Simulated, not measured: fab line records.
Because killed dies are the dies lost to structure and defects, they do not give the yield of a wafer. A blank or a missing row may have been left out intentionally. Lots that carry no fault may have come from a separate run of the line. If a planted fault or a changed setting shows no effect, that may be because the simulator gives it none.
Chamber matching | flow sky130 | rie si-01 running SKY_POLY_GATE_ETCH_17: 4 sister chambers
The step etches poly-Si in HBr/Cl2, stops on SiO2, target depth 180 nm, time 70.5 s. 16 wafers are shown with their chamber, then 7 later ones without.

## WAFERS, EACH WITH ITS CHAMBER
wafer  | chamber | drypump motor current A (A) | throttle valve pct (%) | chamber pressure mTorr (mTorr)
L805.2 | 2       | 5.4                         | 33.693                 | 9.999
L805.3 | 3       | 5.4                         | 33.687                 | 10.013
L805.6 | 2       | 5.5                         | 33.671                 | 10.003
L808.1 | 3       | 5.4                         | 33.687                 | 10.000
L808.3 | 2       | 5.5                         | 33.695                 | 9.998
L808.6 | 3       | 5.4                         | 33.679                 | 9.996
L809.2 | 0       | 5.9                         | 33.694                 | 9.989
L809.4 | 3       | 5.3                         | 33.699                 | 10.003
L809.6 | 2       | 5.5                         | 33.693                 | 9.980
L810.1 | 2       | 5.5                         | 33.682                 | 10.002
L810.4 | 1       | 6.1                         | 33.688                 | 10.010
L810.5 | 3       | 5.4                         | 33.676                 | 10.001
L812.5 | 1       | 6.1                         | 33.678                 | 9.989
L812.6 | 0       | 5.9                         | 33.685                 | 9.994
L820.4 | 1       | 6.1                         | 33.673                 | 9.999
L820.5 | 3       | 5.3                         | 33.691                 | 9.987

SIGNATURES (averages over the wafers above)
reading                 | chamber 0 | chamber 1 | chamber 2 | chamber 3 | scatter within a chamber
drypump motor current A | 5.900     | 6.100     | 5.480     | 5.367     | 0.0422
throttle valve pct      | 33.68950  | 33.67967  | 33.68680  | 33.68650  | 0.00874
chamber pressure mTorr  | 9.99150   | 9.99933   | 9.99640   | 10.00000  | 0.0089
Rule: for each reading, subtract the chamber's mean from the wafer's reading, divide by that reading's scatter and square the result; add these up over the readings and take the root, which gives the wafer's distance from the chamber. The wafer belongs to the nearest chamber; if the next one is less than 2 further off, it can't be placed. The scatter: take each reading less its chamber's mean, square it, sum over the shown wafers, divide by the number of wafers less the number of chambers, and take the root.

## WAFERS WITHOUT THEIR CHAMBER
wafer  | drypump motor current A (A) | throttle valve pct (%) | chamber pressure mTorr (mTorr)
L820.6 | 5.5                         | 33.681                 | 9.996
L823.1 | 5.5                         | 33.687                 | 10.008
L823.4 | 5.9                         | 33.683                 | 10.005
L823.6 | 5.9                         | 33.689                 | 10.009
L825.3 | 5.4                         | 33.691                 | 9.994
L825.4 | 6.1                         | 33.680                 | 9.994
L825.5 | 5.5                         | 33.679                 | 10.003

## CHAMBER TAKEN BY EACH
wafer  | from the rows above     | in truth
L820.6 | 2                       | 2
L823.1 | can't be placed: 2 or 3 | 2
L823.4 | 0                       | 0
L823.6 | 0                       | 0
L825.3 | can't be placed: 3 or 2 | 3
L825.4 | 1                       | 1
L825.5 | 2                       | 2
5 of 7 placed correctly. From these rows, 2 cannot be placed; in 2 the true chamber is one of the candidates. Placed wrongly: 0.
